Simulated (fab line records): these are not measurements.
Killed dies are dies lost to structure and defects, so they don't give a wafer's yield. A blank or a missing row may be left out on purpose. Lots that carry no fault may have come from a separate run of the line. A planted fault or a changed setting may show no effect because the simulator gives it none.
fab line records + flow sfqLine
record:
- lots: 7
- wafers: 21
- lastDay: 82
route steps=325 shown L0@4 L0V@16 M0@28
lots that met no fault: from a run of the same line without faults
startH: hours from the record's first day to the start of the lot's first wafer shown + waitH: time in hours since the lot's previous step + " same as the row above + L1.1+2: a single row standing in for several wafers + - no value present, or no start provided + * or withheld: withheld + < > ~ a bound
route shown NAME@n: names a module that has steps shown in the file, with the first one's number in the route + usual: the fault-free wafers' mean and standard deviation + same: alike in all rows + chamber/n: place in a boat + sites: per-site readings + _std_site: the standard deviation of these + _edge_site: mean of outer sites minus mean of inner sites + radiusMm: for every site, how far away it sits from the centre of the wafer + mask NAME#n: copy n + behind: the most recent tool/chamber to have shaped the wafer + hold: why the lot was held/for how many hours/how that ended + device: the transistor (n, p or np) that didn't switch + end of line: the tests these same wafers got at the end of their route + a step with no rows: only its recipe + killed: at the first sort, the dies lost to defects and structure; wafer yield is something else + map: dies across one wafer; x = killed, . = not, _ = none there
set.NAME: setting as actually run; set.NAME@STEP: the setting as run at that earlier step + model.NAME: the simulator's own value behind a step, which no gauge read
a table for each step, a row for each wafer; lots at some steps of the route
services: when a tool's chamber went out of use (startH, in hours from the record's first day, below 0 if earlier), for how many hours, and the reason
== steps ==
step: SFQ_L0_RS_MEAS_901
recipe:
- thkMeasGauge: four-point-probe
- reads: MoNx_KI_of_TRILAYER_L0_DEP_SPUTTER_003
usual:
- L0_MONX_KI_RS: 43.6/0.52
| lot.wafer | tool         | chamber | startH | waitH | L0_MONX_KI_RS[ohm/sq] |
|-----------|--------------|---------|--------|-------|-----------------------|
| L269.3    | filmMetro-03 | -       | 12.60  | 0.1   | 43.9                  |
| L269.4    | "            | -       | "      | "     | 44.2                  |
| L269.6    | "            | -       | "      | "     | 44.5                  |
| L270.4    | filmMetro-03 | -       | 17.62  | 0.1   | 43.3                  |
| L270.5    | "            | -       | "      | "     | 43.7                  |
| L270.6    | "            | -       | "      | "     | 43.2                  |
| L276.1    | filmMetro-04 | -       | 47.56  | 0.0   | 44.0                  |
| L276.4    | "            | -       | "      | "     | 44.3                  |
| L276.5    | "            | -       | "      | "     | 44.2                  |
| L279.2    | filmMetro-04 | -       | 62.58  | 0.1   | 43.0                  |
| L279.4    | "            | -       | "      | "     | 42.9                  |
| L279.5    | "            | -       | "      | "     | 43.1                  |
| L281.2    | filmMetro-01 | -       | 72.59  | 0.1   | 42.8                  |
| L281.5    | "            | -       | "      | "     | 42.3                  |
| L281.6    | "            | -       | "      | "     | 42.9                  |
| L283.1    | filmMetro-03 | -       | 82.56  | 0.0   | 43.1                  |
| L283.3    | "            | -       | "      | "     | 43.1                  |
| L283.6    | "            | -       | "      | "     | 42.6                  |
| L290.3    | filmMetro-04 | -       | 117.60 | 0.1   | 43.8                  |
| L290.4    | "            | -       | "      | "     | 43.8                  |
| L290.6    | "            | -       | "      | "     | 43.8                  |
step: SFQ_L0_THK_MEAS_902
recipe:
- thkMeasGauge: xrf
- reads: MoNx_KI_of_TRILAYER_L0_DEP_SPUTTER_003
usual:
- L0_MONX_KI_THK: 38.7/0.53
| lot.wafer | tool         | chamber | startH | waitH | L0_MONX_KI_THK[nm] |
|-----------|--------------|---------|--------|-------|--------------------|
| L269.3    | filmMetro-03 | -       | 12.70  | 0.1   | 38.4               |
| L269.4    | "            | -       | "      | "     | 37.9               |
| L269.6    | "            | -       | "      | "     | 37.9               |
| L270.4    | filmMetro-03 | -       | 17.71  | 0.1   | 38.9               |
| L270.5    | "            | -       | "      | "     | 38.6               |
| L270.6    | "            | -       | "      | "     | 38.8               |
| L276.1    | filmMetro-04 | -       | 47.68  | 0.1   | 38.1               |
| L276.4    | "            | -       | "      | "     | 37.9               |
| L276.5    | "            | -       | "      | "     | 38.1               |
| L279.2    | filmMetro-04 | -       | 62.69  | 0.1   | 39.2               |
| L279.4    | "            | -       | "      | "     | 39.4               |
| L279.5    | "            | -       | "      | "     | 39.1               |
| L281.2    | filmMetro-01 | -       | 72.70  | 0.1   | 39.6               |
| L281.5    | "            | -       | "      | "     | 40.3               |
| L281.6    | "            | -       | "      | "     | 39.5               |
| L283.1    | filmMetro-03 | -       | 82.68  | 0.1   | 39.2               |
| L283.3    | "            | -       | "      | "     | 39.2               |
| L283.6    | "            | -       | "      | "     | 39.8               |
| L290.3    | filmMetro-04 | -       | 117.70 | 0.1   | 38.1               |
| L290.4    | "            | -       | "      | "     | 38.3               |
| L290.6    | "            | -       | "      | "     | 38.2               |
step: SFQ_TRILAYER_L0_LITHO_COAT_010
recipe:
- resist: BARC
- spinRpm: 3000
- resistThkNm: 62
step: SFQ_TRILAYER_L0_LITHO_COAT_005
recipe:
- resist: KrF
- spinRpm: 3000
- resistThkNm: 600
step: SFQ_TRILAYER_L0_LITHO_SOFTBAKE_009
recipe:
- tempC: withheld
- timeS: withheld
- resist: KrF
step: SFQ_TRILAYER_L0_LITHO_EXPOSE_006
recipe:
- maskId: L0
- na: 0.6
- sourceShape: conventional
- sigmaOuter: 0.65
- targetCdNm: 2000
- doseMj: 14.4
step: SFQ_TRILAYER_L0_LITHO_PEB_008
recipe:
- pebTempC: 115
- pebTimeS: 60
- resist: KrF
step: SFQ_TRILAYER_L0_LITHO_DEVELOP_007
recipe:
- timeS: 60
- resist: KrF
step: SFQ_TRILAYER_L0_BARC_OPEN_METAL_ETCH_010
recipe:
- maskMaterial: PR
- chemistry: O2
- targetDepthNm: 125
- target: BARC
- icpW: 600
- biasW: 80
- pressureMtorr: 10
- timeS: 41.7
usual:
- drypumpMotorCurrentA: 5.7/0.5
- oesProductAu: 0.685/0.005
| lot.wafer | tool        | chamber | startH | waitH | drypumpMotorCurrentA | oesProductAu | rfHoursCounterH |
|-----------|-------------|---------|--------|-------|----------------------|--------------|-----------------|
| L269.3    | rieMetal-04 | 1       | 26.46  | 0.1   | 5.0                  | 0.673        | -               |
| L269.4    | "           | 1       | "      | "     | 5.0                  | 0.688        | -               |
| L269.6    | "           | 1       | "      | "     | 5.0                  | 0.687        | -               |
| L270.4    | rieMetal-02 | 0       | 30.04  | 0.1   | 6.4                  | 0.687        | -               |
| L270.5    | "           | 1       | "      | "     | 5.6                  | 0.688        | -               |
| L270.6    | "           | 0       | "      | "     | 6.4                  | 0.684        | -               |
| L276.1    | rieMetal-02 | 1       | 61.22  | 0.1   | 5.6                  | 0.692        | 159             |
| L276.4    | "           | 1       | "      | "     | 5.6                  | 0.676        | -               |
| L276.5    | "           | 0       | "      | "     | 6.4                  | 0.676        | -               |
| L279.2    | rieMetal-01 | 1       | 74.42  | 0.1   | 5.5                  | 0.690        | 128             |
| L279.4    | "           | 0       | "      | "     | 6.1                  | 0.687        | -               |
| L279.5    | "           | 1       | "      | "     | 5.5                  | 0.690        | -               |
| L281.2    | rieMetal-04 | 1       | 89.24  | 0.1   | 5.0                  | 0.690        | 108             |
| L281.5    | "           | 1       | "      | "     | 5.0                  | 0.678        | -               |
| L281.6    | "           | 0       | "      | "     | 5.3                  | 0.685        | -               |
| L283.1    | rieMetal-01 | 1       | 98.84  | 0.1   | 5.5                  | 0.686        | 133             |
| L283.3    | "           | 1       | "      | "     | 5.5                  | 0.674        | -               |
| L283.6    | "           | 0       | "      | "     | 6.1                  | 0.686        | -               |
| L290.3    | rieMetal-02 | 1       | 139.71 | 0.1   | 5.6                  | 0.689        | -               |
| L290.4    | "           | 0       | "      | "     | 6.5                  | 0.683        | -               |
| L290.6    | "           | 1       | "      | "     | 5.6                  | 0.691        | -               |
step: SFQ_TRILAYER_L0_ETCH_METAL_ETCH_008
recipe:
- target: MoNx_KI
- stopOn: SiO2
- maskMaterial: PR
- chemistry: SF6/O2
- targetDepthNm: 50
- icpW: 600
- biasW: 80
- pressureMtorr: 10
- timeS: 25
usual:
- drypumpMotorCurrentA: 5.7/0.49
- oesProductAu: 0.872/0.0077
| lot.wafer | tool        | chamber | startH | waitH | drypumpMotorCurrentA | oesProductAu | rfHoursCounterH |
|-----------|-------------|---------|--------|-------|----------------------|--------------|-----------------|
| L269.3    | rieMetal-04 | 1       | 26.57  | 0.1   | 5.0                  | 0.867        | -               |
| L269.4    | "           | 1       | "      | "     | 5.0                  | 0.864        | -               |
| L269.6    | "           | 1       | "      | "     | 5.0                  | 0.864        | -               |
| L270.4    | rieMetal-02 | 0       | 30.09  | 0.0   | 6.5                  | 0.877        | -               |
| L270.5    | "           | 1       | "      | "     | 5.6                  | 0.865        | -               |
| L270.6    | "           | 0       | "      | "     | 6.4                  | 0.872        | -               |
| L276.1    | rieMetal-02 | 1       | 61.28  | 0.0   | 5.6                  | 0.871        | 159             |
| L276.4    | "           | 1       | "      | "     | 5.6                  | 0.857        | -               |
| L276.5    | "           | 0       | "      | "     | 6.4                  | 0.869        | -               |
| L279.2    | rieMetal-01 | 1       | 74.48  | 0.0   | 5.5                  | 0.870        | 128             |
| L279.4    | "           | 0       | "      | "     | 6.1                  | 0.879        | -               |
| L279.5    | "           | 1       | "      | "     | 5.5                  | 0.869        | -               |
| L281.2    | rieMetal-04 | 1       | 89.30  | 0.0   | 5.0                  | 0.880        | 108             |
| L281.5    | "           | 1       | "      | "     | 5.0                  | 0.884        | -               |
| L281.6    | "           | 0       | "      | "     | 5.3                  | 0.881        | -               |
| L283.1    | rieMetal-01 | 1       | 98.90  | 0.0   | 5.5                  | 0.888        | 133             |
| L283.3    | "           | 1       | "      | "     | 5.5                  | 0.877        | -               |
| L283.6    | "           | 0       | "      | "     | 6.1                  | 0.885        | -               |
| L290.3    | rieMetal-02 | 1       | 139.77 | 0.0   | 5.6                  | 0.870        | -               |
| L290.4    | "           | 0       | "      | "     | 6.5                  | 0.870        | -               |
| L290.6    | "           | 1       | "      | "     | 5.6                  | 0.876        | -               |
step: SFQ_TRILAYER_L0_STRIP_STRIP_009
recipe:
- gas: O2
- powerW: 200
- platenTempC: 40
- overashFraction: 0.65
- chemistry: O2
- pressureMtorr: 50
usual:
- drypumpMotorCurrentA: 5.7/0.5
- oesProductAu: 0.998/0.0081
| lot.wafer | tool        | chamber | startH | waitH | drypumpMotorCurrentA | oesProductAu | rfHoursCounterH |
|-----------|-------------|---------|--------|-------|----------------------|--------------|-----------------|
| L269.3    | rieMetal-04 | 1       | 27.03  | 0.4   | 5.0                  | 0.996        | -               |
| L269.4    | "           | 1       | "      | "     | 5.0                  | 1.003        | -               |
| L269.6    | "           | 1       | "      | "     | 5.0                  | 0.990        | -               |
| L270.4    | rieMetal-02 | 0       | 30.32  | 0.2   | 6.4                  | 0.999        | -               |
| L270.5    | "           | 1       | "      | "     | 5.5                  | 1.005        | -               |
| L270.6    | "           | 0       | "      | "     | 6.4                  | 0.989        | -               |
| L276.1    | rieMetal-02 | 1       | 61.32  | 0.0   | 5.6                  | 0.999        | 159             |
| L276.4    | "           | 1       | "      | "     | 5.6                  | 1.007        | -               |
| L276.5    | "           | 0       | "      | "     | 6.5                  | 0.997        | -               |
| L279.2    | rieMetal-01 | 1       | 74.52  | 0.0   | 5.5                  | 1.002        | 128             |
| L279.4    | "           | 0       | "      | "     | 6.1                  | 1.010        | -               |
| L279.5    | "           | 1       | "      | "     | 5.5                  | 1.005        | -               |
| L281.2    | rieMetal-04 | 1       | 89.34  | 0.0   | 5.0                  | 1.010        | 108             |
| L281.5    | "           | 1       | "      | "     | 5.0                  | 1.003        | -               |
| L281.6    | "           | 0       | "      | "     | 5.2                  | 1.005        | -               |
| L283.1    | rieMetal-01 | 1       | 98.94  | 0.0   | 5.5                  | 1.007        | 133             |
| L283.3    | "           | 1       | "      | "     | 5.5                  | 0.989        | -               |
| L283.6    | "           | 0       | "      | "     | 6.1                  | 0.998        | -               |
| L290.3    | rieMetal-02 | 1       | 140.00 | 0.2   | 5.6                  | 1.002        | -               |
| L290.4    | "           | 0       | "      | "     | 6.5                  | 0.993        | -               |
| L290.6    | "           | 1       | "      | "     | 5.6                  | 1.001        | -               |
step: SFQ_TRILAYER_L0_STRIP_SOLV_CLEAN_010
recipe:
- chemistry: NMP
- tempC: 70
- timeS: 600
step: SFQ_TRILAYER_L0_CAP_PECVD_011
recipe:
- material: SiO2
- tempC: 150
- timeS: 13.333
- pressureTorr: 2.4
- rfW: 183.3
- precursor: SiH4/N2O
- targetThkNm: 60
usual:
- heaterPowerOuterW: 32/9.8
- heaterPowerW: 85/15
- throttleValvePct: 25.3/0.92
| lot.wafer | tool     | chamber | startH | waitH | heaterPowerOuterW | heaterPowerW | throttleValvePct |
|-----------|----------|---------|--------|-------|-------------------|--------------|------------------|
| L269.3    | pecvd-03 | 1       | 28.00  | 0.0   | 31                | 81           | 26.5             |
| L269.4    | "        | 1       | "      | "     | 31                | 82           | 26.6             |
| L269.6    | "        | 2       | "      | "     | 12                | 49           | 26.3             |
| L270.4    | pecvd-04 | 1       | 30.91  | 0.0   | 36                | 88           | 25.2             |
| L270.5    | "        | 2       | "      | "     | 49                | 106          | 25.0             |
| L270.6    | "        | 0       | "      | "     | 37                | 94           | 26.2             |
| L276.1    | pecvd-02 | 2       | 62.10  | 0.0   | 30                | 86           | 23.9             |
| L276.4    | "        | 0       | "      | "     | 42                | 109          | 23.7             |
| L276.5    | "        | 1       | "      | "     | 18                | 76           | 24.8             |
| L279.2    | pecvd-02 | 2       | 75.30  | 0.0   | 29                | 87           | 24.5             |
| L279.4    | "        | 1       | "      | "     | 26                | 85           | 24.9             |
| L279.5    | "        | 2       | "      | "     | 30                | 83           | 24.1             |
| L281.2    | pecvd-02 | 0       | 90.12  | 0.0   | 41                | 108          | 24.0             |
| L281.5    | "        | 0       | "      | "     | 41                | 104          | 24.1             |
| L281.6    | "        | 2       | "      | "     | 22                | 74           | 24.6             |
| L281.2    | pecvd-02 | 0       | 90.31  | 0.2   | 40                | 107          | 24.2             |
| L281.5    | "        | 0       | "      | "     | 41                | 108          | 24.0             |
| L281.6    | "        | 2       | "      | "     | 22                | 75           | 24.3             |
| L283.1    | pecvd-03 | 0       | 99.72  | 0.0   | 42                | 88           | 25.8             |
| L283.3    | "        | 1       | "      | "     | 27                | 77           | 26.6             |
| L283.6    | "        | 2       | "      | "     | 19                | 58           | 26.2             |
| L283.1    | pecvd-03 | 0       | 99.91  | 0.2   | 42                | 86           | 25.6             |
| L283.3    | "        | 1       | "      | "     | 28                | 76           | 26.6             |
| L283.6    | "        | 2       | "      | "     | 19                | 57           | 26.2             |
| L290.3    | pecvd-02 | 0       | 140.57 | 0.0   | 43                | 110          | 24.1             |
| L290.4    | "        | 1       | "      | "     | 16                | 71           | 24.8             |
| L290.6    | "        | 0       | "      | "     | 42                | 109          | 24.1             |
| L290.3    | pecvd-02 | 0       | 140.77 | 0.2   | 41                | 108          | 24.2             |
| L290.4    | "        | 1       | "      | "     | 16                | 73           | 24.7             |
| L290.6    | "        | 0       | "      | "     | 42                | 106          | 24.3             |
step: SFQ_TRILAYER_L0_VIA_LITHO_COAT_018
recipe:
- resist: BARC
- spinRpm: 3000
- resistThkNm: 62
step: SFQ_TRILAYER_L0_VIA_LITHO_COAT_013
recipe:
- resist: KrF
- spinRpm: 3000
- resistThkNm: 650
step: SFQ_TRILAYER_L0_VIA_LITHO_SOFTBAKE_017
recipe:
- tempC: withheld
- timeS: withheld
- resist: KrF
step: SFQ_TRILAYER_L0_VIA_LITHO_EXPOSE_014
recipe:
- maskId: L0V
- na: 0.6
- sourceShape: conventional
- sigmaOuter: 0.65
- targetCdNm: 700
- doseMj: 21.3
step: SFQ_TRILAYER_L0_VIA_LITHO_PEB_016
recipe:
- pebTempC: 115
- pebTimeS: 60
- resist: KrF
step: SFQ_TRILAYER_L0_VIA_LITHO_DEVELOP_015
recipe:
- timeS: 60
- resist: KrF
step: SFQ_L0V_OVL_MEAS_903
usual:
- L0V_OVL: -3/5.3
| lot.wafer | tool       | chamber | startH | waitH | L0V_OVL[nm] |
|-----------|------------|---------|--------|-------|-------------|
| L269.3    | overlay-02 | -       | 95.13  | 0.1   | -1          |
| L269.4    | "          | -       | "      | "     | 0           |
| L269.6    | "          | -       | "      | "     | -5          |
| L270.4    | overlay-02 | -       | 97.54  | 0.1   | -10         |
| L270.5    | "          | -       | "      | "     | -8          |
| L270.6    | "          | -       | "      | "     | -8          |
| L276.1    | overlay-02 | -       | 133.52 | 0.1   | 3           |
| L276.4    | "          | -       | "      | "     | -3          |
| L276.5    | "          | -       | "      | "     | 0           |
| L279.2    | overlay-02 | -       | 152.25 | 0.1   | 2           |
| L279.4    | "          | -       | "      | "     | -4          |
| L279.5    | "          | -       | "      | "     | -2          |
| L281.2    | overlay-02 | -       | 205.63 | 0.1   | -4          |
| L281.5    | "          | -       | "      | "     | -4          |
| L281.6    | "          | -       | "      | "     | -8          |
| L283.1    | overlay-02 | -       | 218.82 | 0.1   | 2           |
| L283.3    | "          | -       | "      | "     | -5          |
| L283.6    | "          | -       | "      | "     | -10         |
| L290.3    | overlay-01 | -       | 257.98 | 0.1   | 4           |
| L290.4    | "          | -       | "      | "     | -1          |
| L290.6    | "          | -       | "      | "     | -2          |
step: SFQ_TRILAYER_L0_VIA_BARC_OPEN_VIA_ETCH_021
recipe:
- maskMaterial: PR
- chemistry: O2
- targetDepthNm: 125
- target: BARC
- sourceW: 500
- biasW: 80
- pressureMtorr: 30
- timeS: 41.7
step: SFQ_TRILAYER_L0_VIA_ETCH_VIA_ETCH_016
recipe:
- target: SiO2
- stopOn: MoNx_KI
- maskMaterial: PR
- chemistry: CHF3
- targetDepthNm: 80
- sourceW: 500
- biasW: 80
- pressureMtorr: 30
- timeS: withheld
usual:
- drypumpMotorCurrentA: 5.7/0.56
- oesProductAu: 0.843/0.0079
| lot.wafer | tool       | chamber | startH | waitH | drypumpMotorCurrentA | oesProductAu | model.etch.depthNm | model.L0V.featureDepthNm |
|-----------|------------|---------|--------|-------|----------------------|--------------|--------------------|--------------------------|
| L269.3    | rieDiel-04 | 0       | 95.20  | 0.0   | 5.5                  | 0.848        | 59.46              | 59.46                    |
| L269.4    | "          | 3       | "      | "     | 6.2                  | 0.855        | 61.6               | 61.6                     |
| L269.6    | "          | 0       | "      | "     | 5.5                  | 0.845        | 60.54              | 60.54                    |
| L270.4    | rieDiel-02 | 3       | 97.60  | 0.0   | 5.8                  | 0.860        | 61.29              | 61.29                    |
| L270.5    | "          | 0       | "      | "     | 6.4                  | 0.847        | 61.05              | 61.05                    |
| L270.6    | "          | 1       | "      | "     | 4.8                  | 0.845        | 60.53              | 60.53                    |
| L276.1    | rieDiel-03 | 3       | 133.60 | 0.0   | 5.2                  | 0.839        | 59.58              | 59.58                    |
| L276.4    | "          | 1       | "      | "     | 6.5                  | 0.847        | 60.09              | 60.09                    |
| L276.5    | "          | 3       | "      | "     | 5.2                  | 0.849        | 60.19              | 60.19                    |
| L279.2    | rieDiel-03 | 2       | 152.32 | 0.0   | 6.5                  | 0.827        | 58.28              | 58.28                    |
| L279.4    | "          | 0       | "      | "     | 5.1                  | 0.840        | 59.98              | 59.98                    |
| L279.5    | "          | 3       | "      | "     | 5.2                  | 0.831        | 59.04              | 59.04                    |
| L281.2    | rieDiel-02 | 3       | 205.69 | 0.0   | 5.8                  | 0.994        | 78.09              | 78.09                    |
| L281.5    | "          | 0       | "      | "     | 6.4                  | 1.003        | 79.98              | 79.98                    |
| L281.6    | "          | 3       | "      | "     | 5.8                  | 0.982        | 77.88              | 77.88                    |
| L283.1    | rieDiel-02 | 3       | 218.90 | 0.0   | 5.8                  | 0.984        | 78.72              | 78.72                    |
| L283.3    | "          | 2       | "      | "     | 5.6                  | 1.001        | 80.2               | 80.2                     |
| L283.6    | "          | 2       | "      | "     | 5.6                  | 1.007        | 79.61              | 79.61                    |
| L290.3    | rieDiel-02 | 1       | 258.05 | 0.0   | 4.8                  | 1.007        | 80.01              | 80.01                    |
| L290.4    | "          | 2       | "      | "     | 5.6                  | 1.004        | 80.23              | 80.23                    |
| L290.6    | "          | 0       | "      | "     | 6.3                  | 1.009        | 81.2               | 81.2                     |
step: SFQ_TRILAYER_L0_VIA_STRIP_STRIP_017
recipe:
- gas: O2
- powerW: 200
- platenTempC: 40
- overashFraction: 0.65
- chemistry: O2
- pressureMtorr: 50
usual:
- drypumpMotorCurrentA: 5.4/0.47
- oesProductAu: 0.999/0.0071
| lot.wafer | tool        | chamber | startH | waitH | drypumpMotorCurrentA | oesProductAu | rfHoursCounterH |
|-----------|-------------|---------|--------|-------|----------------------|--------------|-----------------|
| L269.3    | rieMetal-04 | 1       | 95.44  | -     | 5.0                  | 1.004        | -               |
| L269.4    | "           | 0       | "      | "     | 5.3                  | 1.009        | -               |
| L269.6    | "           | 0       | "      | "     | 5.3                  | 1.004        | -               |
| L270.4    | rieMetal-04 | 0       | 97.84  | -     | 5.2                  | 0.999        | -               |
| L270.5    | "           | 1       | "      | "     | 5.0                  | 1.012        | -               |
| L270.6    | "           | 0       | "      | "     | 5.3                  | 1.009        | -               |
| L276.1    | rieMetal-01 | 0       | 133.64 | -     | 6.1                  | 1.008        | 11              |
| L276.4    | "           | 0       | "      | "     | 6.1                  | 1.004        | -               |
| L276.5    | "           | 1       | "      | "     | 5.5                  | 1.001        | -               |
| L279.2    | rieMetal-04 | 1       | 152.37 | -     | 5.0                  | 1.007        | 120             |
| L279.4    | "           | 1       | "      | "     | 5.0                  | 0.997        | -               |
| L279.5    | "           | 0       | "      | "     | 5.3                  | 1.005        | -               |
| L281.2    | rieMetal-03 | 0       | 205.94 | -     | 6.0                  | 0.981        | -               |
| L281.5    | "           | 0       | "      | "     | 6.1                  | 1.003        | -               |
| L281.6    | "           | 0       | "      | "     | 6.0                  | 0.989        | -               |
| L283.1    | rieMetal-03 | 1       | 218.94 | -     | 4.9                  | 0.998        | 0               |
| L283.3    | "           | 0       | "      | "     | 6.1                  | 0.996        | -               |
| L283.6    | "           | 0       | "      | "     | 6.1                  | 0.988        | -               |
| L290.3    | rieMetal-03 | 1       | 258.49 | -     | 4.9                  | 1.003        | -               |
| L290.4    | "           | 1       | "      | "     | 5.0                  | 1.000        | -               |
| L290.6    | "           | 1       | "      | "     | 4.9                  | 1.001        | -               |
step: SFQ_TRILAYER_L0_VIA_STRIP_SOLV_CLEAN_018
recipe:
- chemistry: NMP
- tempC: 70
- timeS: 600
step: SFQ_TRILAYER_M0_DEP_PRE_CLEAN_020
recipe:
- gas: Ar
- timeS: 15
- biasV: 250
| lot.wafer | tool          | chamber | startH | waitH | model.SiO2_of_TRILAYER_L0_CAP_PECVD_011.thkNm |
|-----------|---------------|---------|--------|-------|-----------------------------------------------|
| L269.3    | pvdSputter-06 | -       | 96.02  | 0.0   | 54.46                                         |
| L269.4    | "             | -       | "      | "     | 56.6                                          |
| L269.6    | "             | -       | "      | "     | 55.54                                         |
| L270.4    | pvdSputter-03 | -       | 98.42  | 0.0   | 56.29                                         |
| L270.5    | "             | -       | "      | "     | 56.05                                         |
| L270.6    | "             | -       | "      | "     | 55.53                                         |
| L276.1    | pvdSputter-04 | -       | 134.42 | 0.0   | 54.58                                         |
| L276.4    | "             | -       | "      | "     | 55.09                                         |
| L276.5    | "             | -       | "      | "     | 55.19                                         |
| L279.2    | pvdSputter-04 | -       | 153.16 | 0.0   | 53.28                                         |
| L279.4    | "             | -       | "      | "     | 54.98                                         |
| L279.5    | "             | -       | "      | "     | 54.04                                         |
| L281.2    | pvdSputter-04 | -       | 207.13 | 0.0   | 112.4                                         |
| L281.5+6  | "             | -       | "      | "     | 113.7                                         |
| L283.1    | pvdSputter-03 | -       | 219.72 | 0.0   | 116.3                                         |
| L283.3    | "             | -       | "      | "     | 115.7                                         |
| L283.6    | "             | -       | "      | "     | 117.2                                         |
| L290.3    | pvdSputter-06 | -       | 259.47 | 0.0   | 113.6                                         |
| L290.4    | "             | -       | "      | "     | 116.4                                         |
| L290.6    | "             | -       | "      | "     | 114.6                                         |
step: SFQ_TRILAYER_M0_DEP_SPUTTER_019
recipe:
- material: Nb
- basePressurePa: 1.33e-06
- chamberPressurePa: 0.1333
- substrateTempC: 20
- resputterCathodeVoltageV: 400
- targetThkNm: 200
- powerW: 2000
- timeS: 133.3
usual:
- chamberPressurePa: 0.13326/0.00029
- throttleValvePct: 30.4/1
| lot.wafer | tool          | chamber | startH | waitH | chamberPressurePa | throttleValvePct |
|-----------|---------------|---------|--------|-------|-------------------|------------------|
| L269.3    | pvdSputter-06 | -       | 96.04  | 0.0   | 0.13363           | 30.5             |
| L269.4    | "             | -       | "      | "     | 0.13272           | 29.2             |
| L269.6    | "             | -       | "      | "     | 0.13323           | 30.1             |
| L270.4    | pvdSputter-03 | -       | 98.44  | 0.0   | 0.13329           | 31.0             |
| L270.5    | "             | -       | "      | "     | 0.13351           | 31.3             |
| L270.6    | "             | -       | "      | "     | 0.13339           | 30.1             |
| L276.1    | pvdSputter-04 | -       | 134.44 | 0.0   | 0.13326           | 31.1             |
| L276.4    | "             | -       | "      | "     | 0.13329           | 29.1             |
| L276.5    | "             | -       | "      | "     | 0.13292           | 31.0             |
| L279.2    | pvdSputter-04 | -       | 153.19 | 0.0   | 0.13281           | 30.8             |
| L279.4    | "             | -       | "      | "     | 0.13352           | 30.5             |
| L279.5    | "             | -       | "      | "     | 0.13298           | 30.9             |
| L281.2    | pvdSputter-04 | -       | 207.16 | 0.0   | 0.1326            | 30.6             |
| L281.5    | "             | -       | "      | "     | 0.13325           | 30.9             |
| L281.6    | "             | -       | "      | "     | 0.13331           | 30.6             |
| L283.1    | pvdSputter-03 | -       | 219.74 | 0.0   | 0.13261           | 30.2             |
| L283.3    | "             | -       | "      | "     | 0.13359           | 31.1             |
| L283.6    | "             | -       | "      | "     | 0.13292           | 30.0             |
| L290.3    | pvdSputter-06 | -       | 259.49 | 0.0   | 0.13313           | 29.9             |
| L290.4    | "             | -       | "      | "     | 0.13291           | 28.9             |
| L290.6    | "             | -       | "      | "     | 0.13281           | 28.9             |
== services ==
| tool          | chamber | startH | hours | kind   |
|---------------|---------|--------|-------|--------|
| rieMetal-01   | -       | 30.79  | 0.5   | repair |
| rieDiel-02    | 3       | 32.21  | 2.9   | repair |
| rieDiel-02    | -       | 61.97  | 0.3   | repair |
| pvdSputter-06 | -       | 69.93  | 0.5   | repair |
| rieMetal-04   | -       | 75.16  | 1.2   | repair |
| pvdSputter-03 | -       | 95.81  | 1.8   | repair |
| rieMetal-03   | 1       | 98.22  | 2.1   | repair |
| pecvd-03      | -       | 115.38 | 0.9   | repair |
| rieMetal-03   | -       | 116.44 | 2.8   | pm     |
| pvdSputter-06 | -       | 117.60 | 3.6   | repair |
| pvdSputter-06 | -       | 139.38 | 1.9   | repair |
| rieMetal-01   | 1       | 139.70 | 2.7   | repair |
| rieMetal-03   | 1       | 165.27 | 4.8   | repair |
| rieDiel-02    | -       | 166.59 | 0.8   | repair |
| rieMetal-04   | 1       | 196.96 | 9.6   | repair |
| rieMetal-01   | -       | 198.07 | 14.6  | pm     |
| pecvd-02      | -       | 198.89 | 0.4   | repair |
| rieDiel-02    | 1       | 201.96 | 6.2   | repair |
| rieDiel-02    | 0       | 219.41 | 14.0  | repair |
| rieMetal-01   | -       | 234.18 | 1.4   | pm     |
| pvdSputter-03 | -       | 241.48 | 3.8   | repair |
| rieDiel-02    | -       | 245.14 | 1.8   | repair |
| rieMetal-02   | -       | 251.06 | 0.8   | repair |
| pvdSputter-03 | -       | 251.12 | 5.0   | repair |
== key ==
firstSign:
- step: SFQ_TRILAYER_L0_CAP_PECVD_011
- reading: visit
- direction: added
effect:
- step: SFQ_TRILAYER_L0_VIA_ETCH_VIA_ETCH_016
- reading: oesProductAu
- direction: up
- sigmas: 20
- usual: 0.843
- struck: 0.999
modelEffect:
- step: SFQ_TRILAYER_L0_VIA_ETCH_VIA_ETCH_016
- value: etch.depthNm
- without: 59.96
- struck: 79.55
modelEffect:
- step: SFQ_TRILAYER_M0_DEP_PRE_CLEAN_020
- value: SiO2_of_TRILAYER_L0_CAP_PECVD_011.thkNm
- without: 54.96
- struck: 114.8
metAt SFQ_TRILAYER_L0_CAP_PECVD_011
struckWafers L281.2,L281.5,L281.6,L283.1,L283.3,L283.6,L290.3,L290.4,L290.6
fault:
- kind: repeatedStepWhole
- tool: pecvd-02,pecvd-03,pecvd-04
- chamber: -
- onsetH: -
- steps: SFQ_TRILAYER_L0_CAP_PECVD_011
- times: 1
- scope: struckLotsOnly
